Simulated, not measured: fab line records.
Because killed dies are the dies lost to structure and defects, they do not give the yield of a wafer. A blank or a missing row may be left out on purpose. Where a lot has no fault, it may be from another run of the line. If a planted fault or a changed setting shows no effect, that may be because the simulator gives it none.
One fault through the eyes of 2 desks | flow gf180mcu | what lay behind the numbers comes last; until then each desk has only its own

## TOOL OWNER'S DESK, pecvd-03
The tool's own readings at GF_PASSIVATION_CVD_02 (deposits Si3N4, target thk 700 nm, time 486.18 s): means of the sampled wafers that have a number, for each lot that ran on this tool. If a lot's mean is further than 4 standard deviations from the usual mean, the lot is out of limits and carries the mark OUT (the distance appears in the brackets).
Columns: A = heaterPowerW at GF_PASSIVATION_CVD_02, usual 754 W
lot  | first seen here | A
L148 | day 30 00:03    | 821
L149 | day 30 12:10    | 757
L163 | day 34 00:05    | 724
L164 | day 34 06:52    | 769
L165 | day 34 09:27    | 788
Result from this desk: across the 5 lots, nothing is out of limits.

## FROM THE METROLOGY DESK
What the gauges read, lot by lot, whatever tool the lot ran on: means of the sampled wafers that have a number. If a lot's mean is further than 4 standard deviations from the usual mean, the lot is out of limits and carries the mark OUT (the distance appears in the brackets).
Columns: A = V3_W_RS at GF_V3_RS_MEAS_24, usual 0.328 ohm/sq; B = TOP_METAL_OVL at GF_TOP_METAL_OVL_MEAS_15, usual 0.6 nm; C = PASSIVATION_CVD_02_THK at GF_PASSIVATION_THK_MEAS_03, usual 702 nm
lot  | first seen here | A     | B    | C
L142 | day 22 16:45    | 0.325 | 0.8  | 697
L144 | day 23 10:30    | 0.328 | 1.2  | 701
L148 | day 24 15:24    | 0.331 | -1.9 | 856 (+16) OUT
L149 | day 25 04:05    | 0.328 | 1.3  | 853 (+16) OUT
L155 | day 27 07:13    | 0.321 | -1.4 | 687
L156 | day 27 15:26    | 0.329 | -1.1 | 699
L160 | day 28 15:22    | 0.326 | 1.7  | 699
L161 | day 28 20:33    | 0.328 | -1.9 | 709
L162 | day 29 07:14    | 0.330 | -0.4 | 694
L163 | day 29 07:37    | 0.332 | -0.4 | 703
L164 | day 29 15:25    | 0.323 | 1.0  | 709
L165 | day 29 18:17    | 0.327 | 2.0  | 712
This desk's result: L148, L149 out of limits, first on L148 (PASSIVATION_CVD_02_THK at GF_PASSIVATION_THK_MEAS_03), day 30 00:21. L142, L144, L155, L156, L160, L161, L162, L163, L164, L165 stayed within limits.

## TAKEN TOGETHER
L148, L149 would have let the metrology desk raise an alarm at day 30 00:21.
The tool owner's desk saw nothing out of limits.
Tool owner's desk: L148, L149 on record, inside its limits.
All the named lots went through GF_PASSIVATION_CVD_02 on pecvd-03.

## WHAT THE SIMULATOR PUT IN
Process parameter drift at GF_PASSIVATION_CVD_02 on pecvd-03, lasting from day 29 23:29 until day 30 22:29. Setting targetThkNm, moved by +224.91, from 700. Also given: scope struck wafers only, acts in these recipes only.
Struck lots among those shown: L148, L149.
Hours from the fault's start to each desk's first reading out of limits: the metrology desk, 1.
